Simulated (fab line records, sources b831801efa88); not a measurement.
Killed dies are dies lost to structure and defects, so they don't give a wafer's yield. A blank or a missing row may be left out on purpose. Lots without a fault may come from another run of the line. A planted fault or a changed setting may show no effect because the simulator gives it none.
One fault seen from 2 desks | flow gf180mcu | each desk has only its own numbers; what lay behind them comes last

THE TOOL OWNER'S DESK: litho_track-01
The tool's own readings at GF_HV_LDD_SOFTBAKE_27 (time 60 s): means of the sampled wafers that have a number, for each lot that ran on this tool. A lot is out of limits, marked OUT, if its mean lies more than 4 standard deviations from the usual mean; the brackets give that distance.
Columns: A = exhaust_pa at GF_HV_LDD_SOFTBAKE_27, usual 45.0 Pa; B = heater_power_total_W at GF_HV_LDD_SOFTBAKE_27, usual 56.59 W; C = plate_temp_C at GF_HV_LDD_SOFTBAKE_27, usual 89.99 C
lot  | first seen here | A    | B                       | C
L484 | day 11 05:28    | 45.1 | 56.60                   | 89.89
L485 | day 12 11:01    | 44.9 | 56.57                   | 89.98
L489 | day 13 01:56    | 44.1 | 56.57                   | 89.95
L494 | day 14 23:59    | 44.6 | 52.02 (-99 or more) OUT | 84.76 (-37) OUT
L496 | day 15 11:21    | 44.5 | 52.05 (-99 or more) OUT | 84.84 (-37) OUT
This desk's finding: out of limits on L494, L496; first on L494, day 14 23:59 (heater_power_total_W at GF_HV_LDD_SOFTBAKE_27). In limits: L484, L485, L489.

THE METROLOGY DESK
What the gauges read, lot by lot, whatever tool the lot ran on: means of the sampled wafers that have a number. A lot is out of limits, marked OUT, if its mean lies more than 4 standard deviations from the usual mean; the brackets give that distance.
Columns: A = VT_IMPLANT_02_OVL at GF_VT_IMPLANT_OVL_MEAS_29, usual 0.3 nm
lot  | first seen here | A
L483 | day 6 13:28     | -0.2
L484 | day 6 18:46     | 0.1
L485 | day 7 22:30     | -2.1
L488 | day 8 03:46     | -1.0
L489 | day 8 09:04     | 1.9
L494 | day 10 02:01    | 2.2
L496 | day 10 13:27    | 0.4
L497 | day 11 01:01    | -1.0
L500 | day 11 15:03    | 1.5
L501 | day 11 21:35    | -0.7
L503 | day 12 12:55    | 0.4
L506 | day 13 07:53    | 0.3
This desk's finding: nothing out of limits on any of the 12 lots.

PUT TOGETHER
The tool owner's desk could have raised an alarm at day 14 23:59, on L494, L496.
The metrology desk saw nothing out of limits.
The metrology desk has L494, L496 on record, within its limits.
Of the lots named, all ran GF_HV_LDD_SOFTBAKE_27 on litho_track-01.

WHAT THE SIMULATOR HAD PUT IN
Process parameter drift: litho_track-01, from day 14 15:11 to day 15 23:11, at GF_HV_LDD_SOFTBAKE_27. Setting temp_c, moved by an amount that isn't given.
Lots struck among those shown: L494, L496.
Hours from the fault's start to each desk's first reading out of limits: the tool owner's desk, 9.
